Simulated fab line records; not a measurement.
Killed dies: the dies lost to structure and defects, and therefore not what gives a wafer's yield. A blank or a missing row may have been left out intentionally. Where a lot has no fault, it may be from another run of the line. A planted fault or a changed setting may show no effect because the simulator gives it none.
A lot that was struck, set against a sound lot | flow gf180mcu | 15 out of 602 route steps
Sound: wafers L936.1, L936.4, L936.6. Wafers struck: L938.1, L938.3, L938.6. The cause is given at the end.
For every step that has rows: the tool of each side, followed by ch and its chambers, followed by its first start. Under that, the readings that differ: sound wafers | struck wafers | difference of the means | sigmas: that difference in standard deviations of wafers without a fault.
alike: same words and numbers on both sides, and readings whose means sit less than 2 such deviations apart. not compared: any withheld reading, any reading some wafer has no value for, any bound like >300 that may hide the same value, and any number with overlapping values for which the record gives no deviation.
A row with sigmas, a row that says differs or no value, or rows on one side alone: a step with any of these is where the two part. When numbers do not overlap yet have no deviation, they are printed without sigmas and do not part them. A reading that every wafer of one side lacks parts them only if that side has two wafers or more.

GF_V4_BOW_MEAS_05:
  sound: film metro-01 at day 26 23:15; struck: film metro-02 at day 27 12:14
  alike: V4_BOW
then, 8 steps without rows for these wafers: GF_V4_DEHYDRATE_06 (time 60 s); GF_V4_HMDS_07 (prime time 60 s); GF_V4_COAT_08; GF_V4_COAT_09 (resist thk 1000 nm); GF_V4_SOFTBAKE_10 (time 60 s); GF_V4_EXPOSE_11 (exposes mask Via4, target cd 260 nm); GF_V4_PEB_12 (peb time 90 s); GF_V4_DEVELOP_13 (develop time 60 s).
GF_V4_CD_MEAS_14: the cd target is 260 nm.
  sound: cd sem-01 at day 27 18:59; struck: cd sem-01 at day 28 07:44
  alike: cd nm
GF_V4_OVL_MEAS_15:
  sound: overlay-02 at day 27 19:07; struck: overlay-02 at day 28 07:52
  alike: V4_OVL
GF_V4_ETCH_16: etches BARC in N2/H2.
  sound on rie diel-04 ch 2,3, day 27 19:08; struck on rie diel-01 ch 0,1,3, day 28 07:53
  alike: bias w, chamber pressure mTorr, drypump motor current A, oes product au, throttle valve pct
GF_V4_ETCH_17: etches SiO2 in C4F8/O2/Ar, stops on TiN, target depth 630 nm.
  sound on rie diel-04 ch 2,3, day 27 19:00; struck on rie diel-01 ch 0,1,3, day 28 07:00
  no value came back on the struck wafers for bias w (W), chamber pressure mTorr (mTorr), oes product au (a.u.); on the sound wafers bias w (W) reads 1204 1204 1203
GF_V4_STRIP_18: strips in O2/N2.
  sound on plasma asher-02 ch 0,1, day 27 19:16; struck on plasma asher-02 ch 0, day 28 08:01
  reading               | sound             | struck            | difference | sigmas
  oes product au (a.u.) | 0.590 0.593 0.597 | 0.661 0.668 0.672 | +0.074     | +15
  alike: chamber pressure mTorr, drypump motor current A, heater power w, platen temp c
  not compared: rf hours counter h
then, 1 step without rows for these wafers: GF_V4_STRIP_19 (strips in post etch residue remover, time 1200 s).

WHERE THEY PART
Last at GF_V4_STRIP_18 as far as this record goes, first at GF_V4_ETCH_17.

WHY: the cause the simulator had injected
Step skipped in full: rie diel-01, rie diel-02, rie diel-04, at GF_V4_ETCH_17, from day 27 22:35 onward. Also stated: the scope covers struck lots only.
